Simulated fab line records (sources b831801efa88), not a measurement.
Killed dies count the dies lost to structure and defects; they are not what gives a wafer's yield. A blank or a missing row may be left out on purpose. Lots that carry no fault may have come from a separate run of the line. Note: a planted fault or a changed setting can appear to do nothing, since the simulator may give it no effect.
Struck lot and sound lot, side by side -- flow sky130 -- 44 out of 708 route steps
Sound: wafers L905.1, L905.5, L905.6. Struck: wafers L922.1, L922.4, L922.6. The cause is named last.
Order at every step that has rows: each side's tool, ch and its chambers, its first start. Under that, the readings that differ: sound wafers -- struck wafers -- difference of the means -- sigmas: that difference in standard deviations of wafers without a fault.
alike: words and numbers the same on both sides, and readings whose means are apart by under 2 such deviations; not compared: readings that were withheld, readings missing a value for some wafer, numbers with overlapping values and no deviation given by the record, and bounds like >300 which may hide the same value.
The two part at a step that has a row with sigmas, a row that says differs or no value, or rows on one side only. Numbers that don't overlap but have no deviation are shown without sigmas and don't part them. A reading missing from all wafers of one side parts the sides only when that side holds two or more wafers.

first, 4 steps without rows for these wafers: SKY_VIA3_SOFTBAKE_08 (time 88.45 s); SKY_VIA3_EXPOSE_09 (exposes mask VIM3, target cd 200 nm); SKY_VIA3_PEB_10; SKY_VIA3_DEVELOP_11 (develop time 60 s).
SKY_VIA3_CD_MEAS_12: target cd 200 nm.
  sound on cd_sem-01 at day 39 09:50; struck on cd_sem-02 at day 44 17:19
  alike: cd_nm
SKY_VIA3_OVL_MEAS_13:
  sound on overlay-01 at day 39 09:57; struck on overlay-02 at day 44 17:26
  alike: VIA3_OVL
then, 1 step without rows for these wafers: SKY_VIA3_ETCH_14 (etches BARC in N2/H2, stops on SiO2, time 45.9 s, target depth 60 nm).
SKY_VIA3_ETCH_15: etches SiO2 in C4F8/O2/Ar, stops on TiN, target depth 507 nm, time 78 s.
  sound on rie_diel-02 ch 1,2,3, day 39 10:02; struck on rie_diel-04 ch 1,2,3, day 44 17:31
  alike: bias_w, oes_product_au
  not compared: rf_hours_counter_h
then, 4 steps without rows for these wafers: SKY_VIA3_STRIP_16 (strips in O2/N2); SKY_VIA3_STRIP_17 (strips in post etch residue remover, time 1200 s); SKY_VIA3_CLEAN_18 (cleans in IPA, time 180 s); SKY_VIA3_CLEAN_19 (cleans in O3/DIW).
SKY_VIA3_SPUTTER_20: material TiN, target thk 20 nm, time 80 s.
  sound on pvd_sputter-04 at day 39 10:41; struck on pvd_sputter-02 at day 44 18:10
reading,sound,struck,difference,sigmas
model.TiN_of_VIA3_SPUTTER_20.thk_nm (nm),19.54 19.46 19.86,31.85 32.05 32.12,+12.39,
  alike: throttle_valve_pct
then, 1 step without rows for these wafers: SKY_VIA3_CVD_21 (deposits W, target thk 390 nm, time 117.31 s).
SKY_VIA3_RS_MEAS_22: uses a four-point probe to measure.
  sound on film_metro-03 at day 39 10:52; struck on film_metro-02 at day 44 18:20
reading,sound,struck,difference,sigmas
VIA3_W_RS (ohm/sq),0.300 0.296 0.301,0.293 0.288 0.287,-0.010,-2
SKY_VIA3_THK_MEAS_23: measures by xrf.
  sound on film_metro-03 at day 39 10:59; struck on film_metro-02 at day 44 18:28
  alike: VIA3_W_THK
SKY_VIA3_CMP_24: polishes, stops on SiO2, t overpolish 20 s, target thk 0 nm.
  sound on cmp-02 ch 0,3, day 39 11:02; struck on cmp-02 ch 0,1,3, day 44 18:37
  alike: motor_current_A, slurry_filter_dp_kPa
then, 1 step without rows for these wafers: SKY_METAL4_SPUTTER_00 (material Ti, target thk 15 nm, time 10 s).
SKY_METAL4_SPUTTER_01: material TiN, target thk 20 nm, time 16.7 s.
  sound on pvd_sputter-01 at day 39 11:22; struck on pvd_sputter-01 at day 44 18:50
  alike: throttle_valve_pct
SKY_METAL4_SPUTTER_02: material AlCu, target thk 735 nm, time 39.1 s.
  sound on pvd_sputter-01 at day 39 11:23; struck on pvd_sputter-01 at day 44 18:52
  alike: throttle_valve_pct
then, 3 steps without rows for these wafers: SKY_METAL4_SPUTTER_03 (material Ti, target thk 5 nm, time 3.3 s); SKY_METAL4_SPUTTER_04 (material TiN, target thk 70 nm, time 58.3 s); SKY_CAP2M_CVD_00 (deposits SiO2, target thk 15.5 nm).
SKY_CAP2M_THK_MEAS_01:
  sound on film_metro-04 at day 39 11:31; struck on film_metro-03 at day 44 19:00
  alike: CAP2M_CVD_00_THK
SKY_CAP2M_SPUTTER_02: material TiN, target thk 200 nm, time 166.7 s.
  sound on pvd_sputter-03 at day 39 11:35; struck on pvd_sputter-03 at day 44 19:04
reading,sound,struck,difference,sigmas
throttle_valve_pct (%),29.9 31.7 31.0,29.8 29.9 28.8,-1.4,-2
  alike: susceptor_temp_C
SKY_CAP2M_RS_MEAS_03: uses a four-point probe to measure.
  sound on film_metro-03 at day 39 11:41; struck on film_metro-01 at day 44 19:10
  alike: CAP2M_TIN_RS
SKY_CAP2M_THK_MEAS_04: measures by xrf.
  sound on film_metro-03 at day 39 11:49; struck on film_metro-01 at day 44 19:17
  alike: CAP2M_TIN_THK
then, 7 steps without rows for these wafers: SKY_CAP2M_DEHYDRATE_05 (time 60 s); SKY_CAP2M_HMDS_06 (prime time 60 s); SKY_CAP2M_COAT_07 (resist thk 1140 nm); SKY_CAP2M_SOFTBAKE_08 (time 60 s); SKY_CAP2M_EXPOSE_09 (exposes mask CAP2M, target cd 1000 nm); SKY_CAP2M_PEB_10; SKY_CAP2M_DEVELOP_11 (develop time 60 s).
SKY_CAP2M_OVL_MEAS_12:
  sound on overlay-02 at day 40 12:04; struck on overlay-02 at day 45 16:17
  alike: CAP2M_OVL
then, 7 steps without rows for these wafers: SKY_CAP2M_METAL_ETCH_13 (etches TiN in Cl2/BCl3, stops on SiO2, target depth 220 nm, time 62.9 s); SKY_CAP2M_STRIP_14 (strips in O2/N2); SKY_CAP2M_STRIP_15 (strips in post etch residue remover, time 1200 s); SKY_CAP2M_CLEAN_16 (cleans in IPA, time 180 s); SKY_CAP2M_CLEAN_17 (cleans in O3/DIW); SKY_METAL4_DEHYDRATE_05 (time 60 s); SKY_METAL4_HMDS_06 (prime time 60 s).
SKY_METAL4_METAL_ETCH_18: etches the open film in Cl2/BCl3, stops on SiO2, target depth 845 nm, time 183.1 s.
  sound on rie_metal-02 ch 0,1, day 41 12:40; struck on rie_metal-03 ch 0,1, day 46 13:53
  alike: bias_w, drypump_motor_current_A, oes_product_au, throttle_valve_pct
  not compared: rf_hours_counter_h, model.etch.depth_nm, model.METAL4.feature_depth_nm
-- the record jumps here: 3 days lie between the struck wafers' starts before and after (it left off in module METAL4 and takes up again in module PAD_OPEN, whose first step shown is number 708 of the route) --
SKY_PAD_OPEN_PROBE_99:
  sound on prober-01 at day 45 13:47; struck on prober-01 at day 49 23:56
  alike: defect_limited_yield, killed_at_M0_to_M3, killed_at_M4_up, killed_at_contacts, killed_at_front_end, killed_at_other, killed_dies, killed_open, killed_short, sort_bin_3_pad_short, sort_bin_5_function, sort_bin_6_memory, sort_n_pass, sort_yield_pct

## WHERE THEY PART
At SKY_VIA3_RS_MEAS_22 first; at SKY_CAP2M_SPUTTER_02 last (within this record only). Later steps at which nothing parts them and some readings are alike: SKY_CAP2M_RS_MEAS_03, SKY_CAP2M_THK_MEAS_04, SKY_CAP2M_OVL_MEAS_12, SKY_METAL4_METAL_ETCH_18, SKY_PAD_OPEN_PROBE_99.

WHY: what had been put in by the simulator
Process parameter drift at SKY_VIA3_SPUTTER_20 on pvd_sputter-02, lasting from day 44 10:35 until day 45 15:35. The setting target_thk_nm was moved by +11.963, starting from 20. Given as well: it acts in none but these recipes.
